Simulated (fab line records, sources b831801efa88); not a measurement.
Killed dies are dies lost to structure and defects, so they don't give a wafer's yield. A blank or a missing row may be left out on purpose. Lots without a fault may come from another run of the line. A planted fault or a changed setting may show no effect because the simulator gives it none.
A struck lot beside a sound one | flow gf180mcu | 29 steps out of a route of 602
Sound: wafers L402.3, L402.5, L402.6. Struck: wafer L392.2. (L392.3, L392.4 of the same lot were not struck and are left out.) The cause comes at the end.
At each step with rows: each side's tool, then ch and its chambers, then its first start. Under that, the readings that differ: sound wafers | struck wafers | difference of the means | sigmas: that difference in standard deviations of wafers without a fault.
alike: readings whose means differ by less than 2 such deviations, and words and numbers that are the same on both sides. not compared: withheld readings, readings that some wafer has no value for, bounds like >300 that may hide the same value, and numbers for which the record gives no deviation and whose values overlap.
The two part at a step that has a row with sigmas, a row that says differs or no value, or rows on one side only. Numbers that don't overlap but have no deviation are shown without sigmas and don't part them. A reading that every wafer of one side lacks parts them only if that side has two wafers or more.

first, 3 steps without rows for these wafers: GF_V5_STRIP_19 (strips in post etch residue remover, time 1200 s); GF_V5_CLEAN_20 (cleans in DIW); GF_V5_SPUTTER_21 (material Ti, target thk 15 nm, time 80.02 s).
GF_V5_SPUTTER_22: material TiN, target thk 10 nm, time 40 s.
  sound on pvd_sputter-02, day 32 23:39; struck on pvd_sputter-04, day 30 02:55
  alike: throttle_valve_pct
then, 1 step without rows for these wafers: GF_V5_CVD_23 (deposits W, target thk 350 nm, time 104.9 s).
GF_V5_RS_MEAS_24: measures by four-point-probe.
  sound on film_metro-01, day 32 23:50; struck on film_metro-01, day 30 03:06
  alike: V5_W_RS
GF_V5_THK_MEAS_25: measures by xrf.
  sound on film_metro-01, day 32 23:56; struck on film_metro-01, day 30 03:13
  alike: V5_W_THK
GF_V5_CMP_26: polishes, stops on SiO2, t overpolish 15 s, target thk 0 nm.
  sound on cmp-01 ch 1,2,3, day 33 00:05; struck on cmp-02 ch 3, day 30 03:16
  alike: motor_current_A, overpolish_run_s, platen_rpm, time_to_endpoint_s
GF_TOP_METAL_SPUTTER_00: material Ti, target thk 37.5 nm, time 150 s.
  sound on pvd_sputter-03, day 33 00:17; struck on pvd_sputter-03, day 30 03:34
  reading                | sound          | struck | difference | sigmas
  throttle_valve_pct (%) | 28.8 30.4 31.0 | 28.2   | -1.9       | -2
GF_TOP_METAL_SPUTTER_01: material TiN, target thk 30 nm, time 25 s.
  sound on pvd_sputter-03, day 33 00:23; struck on pvd_sputter-03, day 30 03:40
  alike: throttle_valve_pct
then, 2 steps without rows for these wafers: GF_TOP_METAL_SPUTTER_02 (material AlCu, target thk 900 nm, time 47.82 s); GF_TOP_METAL_SPUTTER_03 (material Ti, target thk 5 nm, time 3.3 s).
GF_TOP_METAL_SPUTTER_04: material TiN, target thk 25 nm, time 20.8 s.
  sound on pvd_sputter-03, day 33 00:29; struck on pvd_sputter-03, day 30 03:45
  reading                                       | sound             | struck | difference | sigmas
  model.TiN_of_TOP_METAL_SPUTTER_04.thk_nm (nm) | 25.66 25.22 25.34 | 33.94  | +8.53      |
  alike: throttle_valve_pct
GF_TOP_METAL_RS_MEAS_05: measures by four-point-probe.
  sound on film_metro-01, day 33 00:32; struck on film_metro-04, day 30 03:48
  alike: TOP_METAL_ALCU_RS
GF_TOP_METAL_THK_MEAS_06: measures by xrf.
  sound on film_metro-01, day 33 00:38; struck on film_metro-04, day 30 03:55
  reading                 | sound       | struck | difference | sigmas
  TOP_METAL_ALCU_THK (nm) | 946 940 949 | 913    | -32        | -3
then, 7 steps without rows for these wafers: GF_TOP_METAL_DEHYDRATE_07 (time 60 s); GF_TOP_METAL_HMDS_08 (prime time 60 s); GF_TOP_METAL_COAT_09 (resist thk 1500 nm); GF_TOP_METAL_SOFTBAKE_10 (time 60 s); GF_TOP_METAL_EXPOSE_11 (exposes mask MetalTop, target cd 440 nm); GF_TOP_METAL_PEB_12; GF_TOP_METAL_DEVELOP_13 (develop time 60 s).
GF_TOP_METAL_CD_MEAS_14: target cd 440 nm.
  sound on cd_sem-02, day 33 16:34; struck on cd_sem-02, day 30 21:38
  alike: cd_nm
GF_TOP_METAL_OVL_MEAS_15:
  sound on overlay-02, day 33 16:40; struck on overlay-02, day 30 21:44
  alike: TOP_METAL_OVL
then, 1 step without rows for these wafers: GF_TOP_METAL_METAL_ETCH_16 (etches the open film in Cl2/BCl3, stops on SiO2, target depth 1197 nm, time 199.5 s).
GF_TOP_METAL_STRIP_17: strips in O2/N2.
  sound on plasma_asher-02 ch 0,1, day 33 16:55; struck on plasma_asher-04 ch 0, day 30 21:58
  reading                | sound       | struck | difference                   | sigmas
  heater_power_w (W)     | 380 367 365 | 270    | -101                         | -3
  rf_hours_counter_h (h) | - - -       | 29     | no value on the sound wafers |
  alike: drypump_motor_current_A, o2_flow_sccm, oes_product_au, strip_time_to_endpoint_s
GF_TOP_METAL_STRIP_18: strips in post etch residue remover, time 1200 s.
  sound on wet_bench-02 ch 1, day 33 16:59; struck on wet_bench-02 ch 2, day 30 22:04
  reading                                       | sound            | struck | difference | sigmas
  model.TiN_of_TOP_METAL_SPUTTER_04.thk_nm (nm) | 25.24 24.8 24.93 | 33.51  | +8.52      |
then, 1 step without rows for these wafers: GF_TOP_METAL_CLEAN_19 (cleans in DIW).
GF_PASSIVATION_PROBE_99:
  the record has rows for the sound wafers here (prober-01, day 34 10:39) and none for the struck ones

WHERE THEY PART
First at GF_TOP_METAL_SPUTTER_00; last, within this record, at GF_PASSIVATION_PROBE_99.

WHY: what the simulator had put in
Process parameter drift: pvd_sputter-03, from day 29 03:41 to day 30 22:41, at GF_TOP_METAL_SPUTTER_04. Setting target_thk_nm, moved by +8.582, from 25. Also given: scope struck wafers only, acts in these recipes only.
